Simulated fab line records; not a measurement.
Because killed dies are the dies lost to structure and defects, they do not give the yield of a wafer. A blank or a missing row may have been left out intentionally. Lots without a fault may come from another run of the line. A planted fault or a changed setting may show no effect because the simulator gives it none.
A struck lot beside a sound one :: flow sky130 :: 15 steps out of a route of 708
Sound: wafers L353.3, L353.5, L353.6. Struck: wafer L351.4 (left out: L351.2, a lot-mate that was not struck); the cause follows at the end.
For every step that has rows: the tool of each side, followed by ch and its chambers, followed by its first start. Under that, the readings that differ: sound wafers :: struck wafers :: difference of the means :: sigmas: that difference in standard deviations of wafers without a fault.
alike: same words and numbers on both sides, and readings whose means sit less than 2 such deviations apart. not compared: any withheld reading, any reading some wafer has no value for, any bound like >300 that may hide the same value, and any number with overlapping values for which the record gives no deviation.
The two part at a step that has a row with sigmas, a row that says differs or no value, or rows on one side only. Numbers that have no deviation but don't overlap get no sigmas and don't part them. A reading missing from all wafers of one side parts the sides only when that side holds two or more wafers.

SKY_SPACER_ETCHBACK_02: etches Si3N4 in CH3F/O2, stops on SiO2, time 46.7 s, target depth 45 nm.
  sound on rie diel-02 ch 0,3, day 30 13:41; struck on rie diel-01 ch 2, day 29 18:49
reading: throttle valve pct (%)
sound: 10.549 10.569 10.551
struck: 10.573
difference: +0.017
sigmas: +2
  alike: drypump motor current A, oes product au
  not compared: rf hours counter h
then, 8 steps without rows for these wafers: SKY_POLY_CUT_DEHYDRATE_00 (time 60 s); SKY_POLY_CUT_HMDS_01 (prime time 60 s); SKY_POLY_CUT_COAT_02 (resist thk 60 nm); SKY_POLY_CUT_COAT_03 (resist thk 450 nm); SKY_POLY_CUT_SOFTBAKE_04 (time 90 s); SKY_POLY_CUT_EXPOSE_05 (exposes mask NPCM, target cd 270 nm); SKY_POLY_CUT_PEB_06; SKY_POLY_CUT_DEVELOP_07 (develop time 60 s).
SKY_POLY_CUT_CD_MEAS_08: the cd target is 270 nm.
  sound: cd sem-02 at day 31 16:38; struck: cd sem-01 at day 30 21:52
  alike: cd nm
SKY_POLY_CUT_OVL_MEAS_09:
  sound: overlay-02 at day 31 16:43; struck: overlay-02 at day 30 21:58
reading: POLY_CUT_OVL (nm)
sound: 6 3 8
struck: -9
difference: -15
sigmas: -3
SKY_POLY_CUT_ETCH_10: etches BARC in N2/H2, stops on SiO2, time 45.9 s, target depth 60 nm.
  sound on rie diel-01 ch 1,3, day 31 16:44; struck on rie diel-03 ch 1, day 30 21:59
  alike: drypump motor current A, oes product au, run length s, throttle valve pct
  not compared: rf hours counter h
SKY_POLY_CUT_ETCH_11: etches Si3N4 in CF4/CH2F2/Ar, stops on poly-Si, time 42.5 s, target depth 60 nm.
  sound on rie diel-01 ch 1,3, day 31 16:47; struck on rie diel-03 ch 1, day 30 22:02
reading: oes product au (a.u.)
sound: 0.835 0.838 0.827
struck: 0.811
difference: -0.022
sigmas: -4

reading: run length s (s)
sound: 70.7 70.0 70.8
struck: 73.1
difference: +2.6
sigmas: +5

reading: model.POLY_CUT.feature depth nm (nm)
sound: 62.03 62.8 61.79
struck: 64.43
difference: +2.22
sigmas: 

reading: model.poly-Si_of_POLY_GATE_CVD_00.thk nm (nm)
sound: 182.6 182.5 181.6
struck: 179.6
difference: -2.6
sigmas: 
  alike: ch2f2 flow sccm, drypump motor current A, throttle valve pct
  not compared: rf hours counter h
SKY_POLY_CUT_STRIP_12: strips in O2/N2.
  sound on plasma asher-01 ch 0,1, day 31 16:52; struck on plasma asher-01 ch 0, day 30 22:05
  alike: drypump motor current A, oes product au, strip time to endpoint s
  not compared: rf hours counter h
after that, 1 step had no rows for these wafers: SKY_PAD_OPEN_PROBE_99.

## WHERE THEY PART
At SKY_SPACER_ETCHBACK_02 first; at SKY_POLY_CUT_ETCH_11 last (within this record only). Later steps at which nothing parts them and some readings are alike: SKY_POLY_CUT_STRIP_12.

WHY: what had been put in by the simulator
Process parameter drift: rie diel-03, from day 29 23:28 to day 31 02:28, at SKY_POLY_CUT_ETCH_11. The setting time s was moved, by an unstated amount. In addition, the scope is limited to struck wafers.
